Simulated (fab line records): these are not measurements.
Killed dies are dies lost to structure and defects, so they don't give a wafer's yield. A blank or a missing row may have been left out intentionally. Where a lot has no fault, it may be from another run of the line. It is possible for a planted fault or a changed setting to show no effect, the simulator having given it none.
fab line records + flow sky130
record:
- lots: 6
- wafers: 18
- lastDay: 49
route steps=708 shown VIA1@482 METAL2@483 PAD_OPEN@708
lots that met no fault: from a run of the same line without faults
startH: hours from the record's first day to the start of the lot's first wafer shown + waitH: how many hours have passed since the lot's step before this one + " repeats the value in the row above + L1.1+2: one row covering several wafers at once + - no value, or no start given + * or withheld: withheld + < > ~ a bound
route shown NAME@n: names a module that has steps shown in the file, with the first one's number in the route + usual: mean and standard deviation over wafers with no fault + same: alike in all rows + chamber/n: place in a boat + sites: each site's reading + _std_site: how widely they spread, as a standard deviation + _edge_site: the outer-site mean with the inner-site mean subtracted + radiusMm: for every site, how far away it sits from the centre of the wafer + mask NAME#n: copy n + behind: the most recent tool/chamber to have shaped the wafer + hold: reason for holding the lot/hours on hold/outcome of the hold + device: whichever transistor did not switch (one of n, p or np) + end of line: the route-end tests of the same wafers + where a step has no rows: the recipe by itself + killed: dies that structure and defects cost at the first sort, which is not the same as the wafer's yield + map: shows each die of a wafer: x if killed, . if not, _ if none is there
set.NAME: the setting as run; set.NAME@STEP: as run at that earlier step + model.NAME: the simulator's own value behind a step, which no gauge read
lots at some steps of the route; a table a step, a row a wafer
services: a tool's chamber out of use, with start hour (startH, from the record's first day; less than 0 if before it), hours out, and reason
== steps ==
step: SKY_VIA1_CMP_24
recipe:
- stopOn: SiO2
- tOverpolishS: 15
- downForcePsi: 3.5
- platenRpm: 60
- targetThkNm: 0
- padVelocityMS: 0.94248
usual:
- edgeZonePressureFrac: 1.000/0.0047
- motorCurrentA: 11.2/0.95
- overpolishRunS: 14.999/0.01
- timeToEndpointS: 65/4.2
| lot.wafer | tool   | chamber | startH | waitH | edgeZonePressureFrac | motorCurrentA | overpolishRunS | timeToEndpointS |
|-----------|--------|---------|--------|-------|----------------------|---------------|----------------|-----------------|
| L347.3    | cmp-02 | 1       | 808.85 | 0.0   | 0.988                | 10.8          | 14.997         | 61              |
| L347.4    | "      | 3       | "      | "     | 0.997                | 11.5          | 15.004         | 69              |
| L347.2    | "      | 0       | "      | "     | 1.002                | 10.4          | 15.012         | 63              |
| L357.4    | cmp-01 | 1       | 877.84 | 0.0   | 0.998                | 13.1          | 15.005         | 68              |
| L357.1    | "      | 3       | "      | "     | 1.003                | 12.2          | 14.999         | 59              |
| L357.2    | "      | 0       | "      | "     | 0.995                | 10.9          | 14.990         | 63              |
| L358.3    | cmp-02 | 2       | 889.69 | 0.1   | 1.008                | 11.5          | 15.001         | 62              |
| L358.4    | "      | 3       | "      | "     | 1.002                | 11.4          | 15.016         | 69              |
| L358.6    | "      | 1       | "      | "     | 1.002                | 10.5          | 15.001         | 59              |
| L360.1    | cmp-01 | 0       | 906.17 | 0.1   | 0.996                | 10.7          | 15.001         | 65              |
| L360.4    | "      | 1       | "      | "     | 1.002                | 12.5          | 14.996         | 73              |
| L360.5    | "      | 1       | "      | "     | 1.009                | 12.8          | 15.007         | 75              |
| L367.1    | cmp-01 | 1       | 942.44 | 0.1   | 0.998                | 12.6          | 14.999         | 69              |
| L367.3    | "      | 2       | "      | "     | 1.012                | 11.1          | 14.995         | 68              |
| L367.6    | "      | 0       | "      | "     | 1.007                | 11.1          | 15.012         | 65              |
| L366.2    | cmp-02 | 3       | 942.78 | 0.0   | 1.002                | 11.4          | 14.991         | 69              |
| L366.3    | "      | 1       | "      | "     | 0.992                | 10.7          | 15.020         | 59              |
| L366.4    | "      | 2       | "      | "     | 0.999                | 11.6          | 14.985         | 65              |
step: SKY_METAL2_SPUTTER_00
recipe:
- material: Ti
- targetThkNm: 15
- powerW: 3000
- timeS: 10
- chamberPressurePa: 0.4
usual:
- throttleValvePct: 29.9/1.4
| lot.wafer | tool          | chamber | startH | waitH | throttleValvePct |
|-----------|---------------|---------|--------|-------|------------------|
| L347.2    | pvdSputter-02 | -       | 809.15 | 0.1   | 28.0             |
| L347.3    | "             | -       | "      | "     | 30.8             |
| L347.4    | "             | -       | "      | "     | 29.5             |
| L357.1    | pvdSputter-04 | -       | 878.14 | 0.1   | 30.9             |
| L357.2    | "             | -       | "      | "     | 27.9             |
| L357.4    | "             | -       | "      | "     | 27.8             |
| L358.3    | pvdSputter-03 | -       | 889.94 | 0.2   | 29.6             |
| L358.4    | "             | -       | "      | "     | 30.2             |
| L358.6    | "             | -       | "      | "     | 29.4             |
| L360.1    | pvdSputter-04 | -       | 906.47 | 0.2   | 28.3             |
| L360.4    | "             | -       | "      | "     | 31.8             |
| L360.5    | "             | -       | "      | "     | 30.8             |
| L367.1    | pvdSputter-04 | -       | 942.64 | 0.1   | 28.5             |
| L367.3    | "             | -       | "      | "     | 30.8             |
| L367.6    | "             | -       | "      | "     | 31.9             |
| L366.2    | pvdSputter-03 | -       | 943.08 | 0.2   | 30.5             |
| L366.3    | "             | -       | "      | "     | 29.4             |
| L366.4    | "             | -       | "      | "     | 30.3             |
step: SKY_METAL2_SPUTTER_01
recipe:
- material: TiN
- targetThkNm: 20
- powerW: 6500
- timeS: 16.7
- chamberPressurePa: 0.4
usual:
- throttleValvePct: 29.9/1.4
| lot.wafer | tool          | chamber | startH | waitH | throttleValvePct |
|-----------|---------------|---------|--------|-------|------------------|
| L347.2    | pvdSputter-02 | -       | 809.18 | 0.0   | 27.9             |
| L347.3    | "             | -       | "      | "     | 30.8             |
| L347.4    | "             | -       | "      | "     | 29.8             |
| L357.1    | pvdSputter-04 | -       | 878.16 | 0.0   | 30.8             |
| L357.2    | "             | -       | "      | "     | 28.1             |
| L357.4    | "             | -       | "      | "     | 27.9             |
| L358.3    | pvdSputter-03 | -       | 889.96 | 0.0   | 29.4             |
| L358.4    | "             | -       | "      | "     | 30.5             |
| L358.6    | "             | -       | "      | "     | 29.2             |
| L360.1    | pvdSputter-04 | -       | 906.49 | 0.0   | 28.0             |
| L360.4    | "             | -       | "      | "     | 32.0             |
| L360.5    | "             | -       | "      | "     | 30.7             |
| L367.1    | pvdSputter-04 | -       | 942.66 | 0.0   | 28.3             |
| L367.3    | "             | -       | "      | "     | 31.0             |
| L367.6    | "             | -       | "      | "     | 31.7             |
| L366.2    | pvdSputter-03 | -       | 943.11 | 0.0   | 30.4             |
| L366.3    | "             | -       | "      | "     | 29.7             |
| L366.4    | "             | -       | "      | "     | 30.2             |
step: SKY_METAL2_SPUTTER_02
recipe:
- material: AlCu
- targetThkNm: 250
- powerW: 10600
- timeS: 13.3
- chamberPressurePa: 0.4
usual:
- throttleValvePct: 29.9/1.4
| lot.wafer | tool          | chamber | startH | waitH | throttleValvePct |
|-----------|---------------|---------|--------|-------|------------------|
| L347.2    | pvdSputter-02 | -       | 809.20 | 0.0   | 28.1             |
| L347.3    | "             | -       | "      | "     | 30.9             |
| L347.4    | "             | -       | "      | "     | 29.6             |
| L357.1    | pvdSputter-04 | -       | 878.18 | 0.0   | 30.9             |
| L357.2    | "             | -       | "      | "     | 27.7             |
| L357.4    | "             | -       | "      | "     | 28.2             |
| L358.3    | pvdSputter-03 | -       | 889.99 | 0.0   | 29.4             |
| L358.4    | "             | -       | "      | "     | 30.4             |
| L358.6    | "             | -       | "      | "     | 29.5             |
| L360.1    | pvdSputter-04 | -       | 906.52 | 0.0   | 28.4             |
| L360.4    | "             | -       | "      | "     | 31.6             |
| L360.5    | "             | -       | "      | "     | 30.9             |
| L367.1    | pvdSputter-04 | -       | 942.69 | 0.0   | 28.4             |
| L367.3    | "             | -       | "      | "     | 31.0             |
| L367.6    | "             | -       | "      | "     | 31.9             |
| L366.2    | pvdSputter-03 | -       | 943.13 | 0.0   | 30.2             |
| L366.3    | "             | -       | "      | "     | 29.3             |
| L366.4    | "             | -       | "      | "     | 30.4             |
step: SKY_METAL2_SPUTTER_03
recipe:
- material: Ti
- targetThkNm: 5
- powerW: 3000
- timeS: 3.3
- chamberPressurePa: 0.4
usual:
- throttleValvePct: 29.9/1.4
| lot.wafer | tool          | chamber | startH | waitH | throttleValvePct |
|-----------|---------------|---------|--------|-------|------------------|
| L347.2    | pvdSputter-02 | -       | 809.23 | 0.0   | 28.3             |
| L347.3    | "             | -       | "      | "     | 31.0             |
| L347.4    | "             | -       | "      | "     | 29.8             |
| L357.1    | pvdSputter-04 | -       | 878.21 | 0.0   | 30.7             |
| L357.2    | "             | -       | "      | "     | 28.2             |
| L357.4    | "             | -       | "      | "     | 28.3             |
| L358.3    | pvdSputter-03 | -       | 890.01 | 0.0   | 29.5             |
| L358.4    | "             | -       | "      | "     | 30.6             |
| L358.6    | "             | -       | "      | "     | 29.4             |
| L360.1    | pvdSputter-04 | -       | 906.54 | 0.0   | 28.2             |
| L360.4    | "             | -       | "      | "     | 31.8             |
| L360.5    | "             | -       | "      | "     | 30.7             |
| L367.1    | pvdSputter-04 | -       | 942.72 | 0.0   | 28.3             |
| L367.3    | "             | -       | "      | "     | 30.9             |
| L367.6    | "             | -       | "      | "     | 31.6             |
| L366.2    | pvdSputter-03 | -       | 943.16 | 0.0   | 30.5             |
| L366.3    | "             | -       | "      | "     | 29.6             |
| L366.4    | "             | -       | "      | "     | 30.2             |
step: SKY_METAL2_SPUTTER_04
recipe:
- material: TiN
- targetThkNm: 70
- powerW: 6500
- timeS: 58.3
- chamberPressurePa: 0.4
step: SKY_METAL2_RS_MEAS_05
recipe:
- thkMeasGauge: four-point-probe
- reads: TiN_of_METAL2_SPUTTER_04+Ti_of_METAL2_SPUTTER_03+AlCu_of_METAL2_SPUTTER_02+TiN_of_METAL2_SPUTTER_01+Ti_of_METAL2_SPUTTER_00
usual:
- METAL2_ALCU_RS: 0.1273/0.0018
| lot.wafer | tool         | chamber | startH | waitH | METAL2_ALCU_RS[ohm/sq] |
|-----------|--------------|---------|--------|-------|------------------------|
| L347.2    | filmMetro-02 | -       | 809.31 | 0.0   | 0.1265                 |
| L347.3    | "            | -       | "      | "     | 0.1273                 |
| L347.4    | "            | -       | "      | "     | 0.1300                 |
| L357.1    | filmMetro-02 | -       | 878.28 | 0.0   | 0.1249                 |
| L357.2    | "            | -       | "      | "     | 0.1257                 |
| L357.4    | "            | -       | "      | "     | 0.1259                 |
| L358.3    | filmMetro-01 | -       | 890.12 | 0.1   | 0.1313                 |
| L358.4    | "            | -       | "      | "     | 0.1323                 |
| L358.6    | "            | -       | "      | "     | 0.1303                 |
| L360.1    | filmMetro-01 | -       | 906.61 | 0.0   | 0.1259                 |
| L360.4    | "            | -       | "      | "     | 0.1271                 |
| L360.5    | "            | -       | "      | "     | 0.1264                 |
| L367.1    | filmMetro-02 | -       | 942.79 | 0.0   | 0.1278                 |
| L367.3    | "            | -       | "      | "     | 0.1273                 |
| L367.6    | "            | -       | "      | "     | 0.1264                 |
| L366.2    | filmMetro-04 | -       | 943.24 | 0.0   | 0.1300                 |
| L366.3    | "            | -       | "      | "     | 0.1289                 |
| L366.4    | "            | -       | "      | "     | 0.1272                 |
step: SKY_METAL2_THK_MEAS_06
recipe:
- thkMeasGauge: xrf
- reads: AlCu_of_METAL2_SPUTTER_02
usual:
- METAL2_ALCU_THK: 249/4.3
| lot.wafer | tool         | chamber | startH | waitH | METAL2_ALCU_THK[nm] |
|-----------|--------------|---------|--------|-------|---------------------|
| L347.2    | filmMetro-02 | -       | 809.42 | 0.1   | 252                 |
| L347.3    | "            | -       | "      | "     | 249                 |
| L347.4    | "            | -       | "      | "     | 243                 |
| L357.1    | filmMetro-02 | -       | 878.40 | 0.1   | 252                 |
| L357.2    | "            | -       | "      | "     | 250                 |
| L357.4    | "            | -       | "      | "     | 250                 |
| L358.3    | filmMetro-01 | -       | 890.22 | 0.1   | 244                 |
| L358.4    | "            | -       | "      | "     | 243                 |
| L358.6    | "            | -       | "      | "     | 247                 |
| L360.1    | filmMetro-01 | -       | 906.73 | 0.1   | 255                 |
| L360.4    | "            | -       | "      | "     | 252                 |
| L360.5    | "            | -       | "      | "     | 255                 |
| L367.1    | filmMetro-02 | -       | 942.91 | 0.1   | 247                 |
| L367.3    | "            | -       | "      | "     | 247                 |
| L367.6    | "            | -       | "      | "     | 248                 |
| L366.2    | filmMetro-04 | -       | 943.35 | 0.1   | 242                 |
| L366.3    | "            | -       | "      | "     | 244                 |
| L366.4    | "            | -       | "      | "     | 247                 |
step: SKY_METAL2_DEHYDRATE_07
recipe:
- tempC: 200
- timeS: 60
step: SKY_METAL2_HMDS_08
recipe:
- primeTimeS: 60
- primeTempC: 120
step: SKY_METAL2_COAT_09
recipe:
- resist: BARC
- tempC: withheld
- timeS: withheld
- spinRpm: 3000
- resistThkNm: 60
step: SKY_METAL2_COAT_10
recipe:
- resist: KrF-thick
- spinRpm: 3000
- resistThkNm: 450
step: SKY_METAL2_SOFTBAKE_11
recipe:
- tempC: 100
- timeS: 90
- resist: KrF-thick
usual:
- plateTempC: 100.01/0.13
- runLengthS: 118.98/0.2
| lot.wafer | tool          | chamber | startH | waitH | plateTempC | runLengthS |
|-----------|---------------|---------|--------|-------|------------|------------|
| L347.2    | lithoTrack-02 | 0       | 822    | -     | 100.07     | 118.90     |
| L347.3    | "             | 0       | "      | "     | 100.07     | 118.82     |
| L347.4    | "             | 0       | "      | "     | 100.14     | 118.81     |
| L357.1    | lithoTrack-01 | 0       | 890    | -     | 100.03     | 126.59     |
| L357.2    | "             | 0       | "      | "     | 100.17     | 126.33     |
| L357.4    | "             | 0       | "      | "     | 100.27     | 126.61     |
| L358.3    | lithoTrack-01 | 0       | 903    | -     | 99.79      | 126.33     |
| L358.4    | "             | 0       | "      | "     | 100.02     | 126.35     |
| L358.6    | "             | 0       | "      | "     | 99.90      | 126.51     |
| L360.1    | lithoTrack-03 | 0       | 918    | -     | 100.00     | 119.32     |
| L360.4    | "             | 0       | "      | "     | 99.91      | 119.31     |
| L360.5    | "             | 0       | "      | "     | 99.77      | 119.24     |
| L367.1    | lithoTrack-03 | 0       | 954    | -     | 100.14     | 119.15     |
| L367.3    | "             | 0       | "      | "     | 100.15     | 119.23     |
| L367.6    | "             | 0       | "      | "     | 100.11     | 119.31     |
| L366.2    | lithoTrack-02 | 0       | 955    | -     | 100.09     | 118.84     |
| L366.3    | "             | 0       | "      | "     | 99.95      | 118.76     |
| L366.4    | "             | 0       | "      | "     | 99.76      | 118.82     |
step: SKY_METAL2_EXPOSE_12
recipe:
- maskId: MM2
- na: 0.8
- sourceShape: annular
- sigmaInner: 0.55
- sigmaOuter: 0.85
- targetCdNm: 140
- doseMj: 28
step: SKY_PAD_OPEN_PROBE_99
usual:
- defectLimitedYield: 82.7/1.8
- killed_at_M0_to_M3: 42/7.5
- killed_at_M4_up: 3.2/1.7
- killedAtContacts: 24/5.1
- killedAtFrontEnd: 15/4.1
- killedAtOther: 0.3/0.58
- killedDies: 85/8.9
- killedOpen: 46/6.4
- killedShort: 39/6
- sort_bin_3_pad_short: 0.9/0.4
- sort_bin_5_function: 10.1/1.6
- sort_bin_6_memory: 6.3/1
- sortNPass: 407/9
- sortYieldPct: 82.7/1.8
same:
- grossDies: 492
- killedAtBackSide: 0
- sort_bin_4_leakage[%]: 0
- sort_bin_8_speed[%]: 0
| lot.wafer | tool      | chamber | startH  | waitH | defectLimitedYield[%] | killed_at_M0_to_M3 | killed_at_M4_up | killedAtContacts | killedAtFrontEnd | killedAtOther | killedDies | killedOpen | killedShort | sort_bin_3_pad_short[%] | sort_bin_5_function[%] | sort_bin_6_memory[%] | sortNPass | sortYieldPct[%] |
|-----------|-----------|---------|---------|-------|-----------------------|--------------------|-----------------|------------------|------------------|---------------|------------|------------|-------------|-------------------------|------------------------|----------------------|-----------|-----------------|
| L347.2    | prober-02 | -       | 1086.64 | 0.1   | 82.3                  | 40                 | 5               | 24               | 18               | 0             | 87         | 44         | 43          | 0.4                     | 11.4                   | 5.9                  | 405       | 82.3            |
| L347.3    | prober-02 | -       | 1086.69 | 0.2   | 84.6                  | 37                 | 7               | 20               | 12               | 0             | 76         | 46         | 30          | 0.4                     | 10.0                   | 5.1                  | 416       | 84.6            |
| L347.4    | prober-02 | -       | 1086.74 | 0.2   | 85.2                  | 30                 | 2               | 24               | 16               | 1             | 73         | 39         | 34          | 0.4                     | 9.8                    | 4.7                  | 419       | 85.2            |
| L357.1    | prober-01 | -       | 1140.64 | 0.1   | 83.9                  | 28                 | 1               | 31               | 18               | 1             | 79         | 48         | 30          | 0.4                     | 9.6                    | 6.1                  | 413       | 83.9            |
| L357.2    | prober-01 | -       | 1140.69 | 0.1   | 82.3                  | 43                 | 2               | 25               | 17               | 0             | 87         | 37         | 49          | 0.6                     | 11.8                   | 5.3                  | 405       | 82.3            |
| L357.4    | prober-01 | -       | 1140.79 | 0.2   | 82.1                  | 44                 | 4               | 32               | 8                | 0             | 88         | 49         | 39          | 0.8                     | 10.4                   | 6.7                  | 404       | 82.1            |
| L358.3    | prober-01 | -       | 1151.53 | 0.2   | 81.7                  | 47                 | 4               | 19               | 17               | 3             | 90         | 42         | 45          | 1.0                     | 12.6                   | 4.7                  | 402       | 81.7            |
| L358.4    | prober-01 | -       | 1151.58 | 0.2   | 81.3                  | 52                 | 5               | 15               | 20               | 0             | 92         | 51         | 41          | 0.2                     | 11.8                   | 6.7                  | 400       | 81.3            |
| L358.6    | prober-01 | -       | 1151.68 | 0.2   | 81.3                  | 49                 | 3               | 21               | 19               | 0             | 92         | 47         | 44          | 0.8                     | 11.4                   | 6.5                  | 400       | 81.3            |
| L367.1    | prober-01 | -       | 1184.65 | 0.1   | 84.1                  | 31                 | 4               | 24               | 18               | 1             | 78         | 35         | 43          | 0.6                     | 10.4                   | 4.9                  | 414       | 84.1            |
| L367.3    | prober-01 | -       | 1184.75 | 0.2   | 84.6                  | 35                 | 2               | 25               | 14               | 0             | 76         | 50         | 26          | 1.4                     | 8.5                    | 5.5                  | 416       | 84.6            |
| L367.6    | prober-01 | -       | 1184.90 | 0.2   | 83.5                  | 32                 | 1               | 28               | 20               | 0             | 81         | 48         | 33          | 1.0                     | 8.7                    | 6.7                  | 411       | 83.5            |
| L366.2    | prober-02 | -       | 1186.90 | 0.1   | 82.9                  | 37                 | 2               | 25               | 20               | 0             | 84         | 44         | 40          | 0.8                     | 11.6                   | 4.7                  | 408       | 82.9            |
| L366.3    | prober-02 | -       | 1186.95 | 0.2   | 84.1                  | 32                 | 5               | 25               | 16               | 0             | 78         | 41         | 37          | 1.4                     | 9.6                    | 4.9                  | 414       | 84.1            |
| L366.4    | prober-02 | -       | 1187.00 | 0.2   | 83.7                  | 49                 | 2               | 20               | 9                | 0             | 80         | 39         | 41          | 0.8                     | 8.1                    | 7.3                  | 412       | 83.7            |
killed by level:class
L347.2 VIA2:geometricParticle:open=9 CONTACT:geometricParticle:open=9 FIELD_ISO:geometricParticle:open=6 METAL2:geometricParticle:short=6 VIA3:geometricParticle:open=6 VIA2:geometricParticle:short=6 LOCAL_INTERCONNECT:geometricParticle:short=5 CONTACT:geometricParticle:short=5
L347.3 CONTACT:geometricParticle:open=14 VIA1:geometricParticle:open=12 FIELD_ISO:geometricParticle:open=5 METAL2:geometricParticle:short=5 VIA2:geometricParticle:open=5 METAL4:geometricParticle:short=5 FIELD_ISO:geometricParticle:short=4 VIA1:geometricParticle:short=4
L347.4 CONTACT:geometricParticle:open=11 FIELD_ISO:geometricParticle:open=7 LOCAL_INTERCONNECT:geometricParticle:short=7 VIA2:geometricParticle:open=7 VIA1:geometricParticle:open=5 METAL2:geometricParticle:short=4 FIELD_ISO:geometricParticle:short=3 POLY_GATE:geometricParticle:open=3
L357.1 CONTACT:geometricParticle:open=14 VIA1:geometricParticle:open=7 POLY_GATE:geometricParticle:short=5 LI_CONTACT:geometricParticle:open=5 METAL1:geometricParticle:short=5 VIA2:geometricParticle:open=5 VIA3:geometricParticle:open=5 POLY_GATE:geometricParticle:open=4
L357.2 LI_CONTACT:geometricParticle:open=10 VIA1:geometricParticle:short=9 METAL2:geometricParticle:short=7 VIA1:geometricParticle:open=6 LI_CONTACT:geometricParticle:short=5 CONTACT:geometricParticle:short=5 METAL1:geometricParticle:short=5 POLY_GATE:geometricParticle:short=4
L357.4 VIA1:geometricParticle:open=12 LI_CONTACT:geometricParticle:open=11 CONTACT:geometricParticle:short=9 METAL1:geometricParticle:short=7 METAL2:geometricParticle:short=6 CONTACT:geometricParticle:open=5 METAL2:geometricParticle:open=5 VIA3:geometricParticle:open=5
L358.3 VIA1:geometricParticle:open=9 VIA2:geometricParticle:short=8 METAL1:geometricParticle:short=8 CONTACT:geometricParticle:open=7 FIELD_ISO:geometricParticle:short=6 LI_CONTACT:geometricParticle:open=5 VIA2:geometricParticle:open=5 POLY_GATE:geometricParticle:short=3
L358.4 VIA1:geometricParticle:open=14 VIA3:geometricParticle:open=8 METAL1:geometricParticle:short=7 FIELD_ISO:geometricParticle:open=6 POLY_GATE:geometricParticle:short=6 CONTACT:geometricParticle:open=6 VIA1:geometricParticle:short=5 FIELD_ISO:geometricParticle:short=4
L358.6 VIA1:geometricParticle:open=11 METAL1:geometricParticle:short=11 FIELD_ISO:geometricParticle:short=7 LI_CONTACT:geometricParticle:open=7 CONTACT:geometricParticle:open=7 VIA1:geometricParticle:short=7 VIA3:geometricParticle:open=6 CONTACT:geometricParticle:short=6
L367.1 CONTACT:geometricParticle:open=10 METAL2:geometricParticle:short=8 LI_CONTACT:geometricParticle:open=7 FIELD_ISO:geometricParticle:short=6 FIELD_ISO:geometricParticle:open=4 VIA1:geometricParticle:open=4 LOCAL_INTERCONNECT:geometricParticle:short=4 VIA2:geometricParticle:short=4
L367.3 CONTACT:geometricParticle:open=10 VIA1:geometricParticle:open=10 LI_CONTACT:geometricParticle:open=8 VIA3:geometricParticle:open=5 FIELD_ISO:geometricParticle:short=5 METAL2:geometricParticle:short=5 VIA2:geometricParticle:open=5 FIELD_ISO:geometricParticle:open=4
L367.6 CONTACT:geometricParticle:open=17 VIA1:geometricParticle:open=9 FIELD_ISO:geometricParticle:open=7 FIELD_ISO:geometricParticle:short=6 LI_CONTACT:geometricParticle:open=5 METAL2:geometricParticle:short=5 VIA3:geometricParticle:open=4 POLY_GATE:geometricParticle:open=3
L366.2 CONTACT:geometricParticle:open=10 POLY_GATE:geometricParticle:short=7 VIA1:geometricParticle:open=7 VIA2:geometricParticle:open=7 CONTACT:geometricParticle:short=6 FIELD_ISO:geometricParticle:open=5 LI_CONTACT:geometricParticle:open=5 VIA3:geometricParticle:open=5
L366.3 CONTACT:geometricParticle:open=12 VIA3:geometricParticle:short=7 FIELD_ISO:geometricParticle:short=6 LI_CONTACT:geometricParticle:open=6 VIA1:geometricParticle:open=5 METAL1:geometricParticle:short=5 VIA3:geometricParticle:open=5 POLY_GATE:geometricParticle:short=4
L366.4 VIA1:geometricParticle:open=11 METAL2:geometricParticle:short=8 VIA2:geometricParticle:open=6 VIA1:geometricParticle:short=6 LI_CONTACT:geometricParticle:open=5 CONTACT:geometricParticle:short=5 CONTACT:geometricParticle:open=5 METAL1:geometricParticle:short=5
== services ==
| tool          | chamber | startH | hours | kind                          |
|---------------|---------|--------|-------|-------------------------------|
| cmp-02        | -       | 811.72 | 0.6   | repair                        |
| cmp-02        | -       | 826.25 | 9.9   | pm                            |
| cmp-02        | -       | 844.75 | 4.9   | repair                        |
| pvdSputter-03 | -       | 878.37 | 5.4   | repair                        |
| cmp-01        | -       | 916.34 | 4.0   | pm                            |
| cmp-01        | -       | 920.34 | -     | consumableReplace:conditioner |
| cmp-01        | -       | 920.34 | -     | consumableReplace:pad         |
| pvdSputter-03 | -       | 949.14 | 14.9  | repair                        |
== key ==
firstSign:
- step: SKY_METAL2_SOFTBAKE_11
- reading: runLengthS
- direction: up
- sigmas: 38
- usual: *
- struck: *
effect none on later readings
metAt SKY_METAL2_SOFTBAKE_11
struckWafers L357.1,L357.2,L357.4,L358.3,L358.4,L358.6
fault:
- kind: processParameterDrift
- tool: lithoTrack-01
- chamber: -
- onsetH: 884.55
- steps: SKY_METAL2_SOFTBAKE_11
- channel: timeS
- offset: *
- shape: step
- endH: 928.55
- actsIn: *
- stated: *
